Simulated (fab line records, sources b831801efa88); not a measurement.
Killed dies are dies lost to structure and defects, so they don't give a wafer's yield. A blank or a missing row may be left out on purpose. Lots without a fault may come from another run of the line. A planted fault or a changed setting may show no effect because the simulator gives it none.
Chamber matching | flow gf180mcu | GF_STI_CMP_25 on cmp-01: 4 sister chambers
The step polishes, stops on Si3N4, t overpolish 33 s, target thk 524.6 nm. 4 wafers are shown with their chamber, then 10 later ones without.

WAFERS WITH THEIR CHAMBER
wafer  | chamber | motor_current_A (A)
L088.2 | 0       | 12.6
L090.1 | 1       | 13.4
L091.2 | 3       | 12.5
L091.3 | 2       | 12.5

WAFERS WITHOUT THEIR CHAMBER
wafer  | motor_current_A (A)
L091.5 | 13.2
L094.2 | 14.2
L094.3 | 13.6
L094.6 | 11.9
L095.1 | 12.9
L095.2 | 13.4
L095.5 | 12.8
L097.1 | 13.1
L097.3 | 11.9
L097.4 | 11.8

WHICH CHAMBER EACH WENT THROUGH
wafer  | from the rows above               | in truth
L091.5 | can't be placed: 1 or 0 or 2 or 3 | 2
L094.2 | can't be placed: 1 or 0 or 2 or 3 | 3
L094.3 | can't be placed: 1 or 0 or 2 or 3 | 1
L094.6 | can't be placed: 2 or 3 or 0 or 1 | 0
L095.1 | can't be placed: 0 or 2 or 3 or 1 | 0
L095.2 | can't be placed: 1 or 0 or 2 or 3 | 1
L095.5 | can't be placed: 0 or 2 or 3 or 1 | 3
L097.1 | can't be placed: 1 or 0 or 2 or 3 | 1
L097.3 | can't be placed: 2 or 3 or 0 or 1 | 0
L097.4 | can't be placed: 2 or 3 or 0 or 1 | 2
Placed correctly: 0 of 10. Can't be placed from these rows: 10 (the true chamber is among the candidates in 10). Placed wrongly: 0.
How it was worked out, from the rows above alone: a wafer's distance from a chamber is the root of the sum, over the readings, of the square of ((its reading less the chamber's mean) divided by the reading's scatter). The wafer belongs to the nearest chamber; if the next one is less than 2 further off, it can't be placed. A chamber's mean is the mean of its shown wafers. The scatter: with one shown wafer a chamber, the root of the mean of the squares of how far each hidden wafer lies from its nearest shown one.
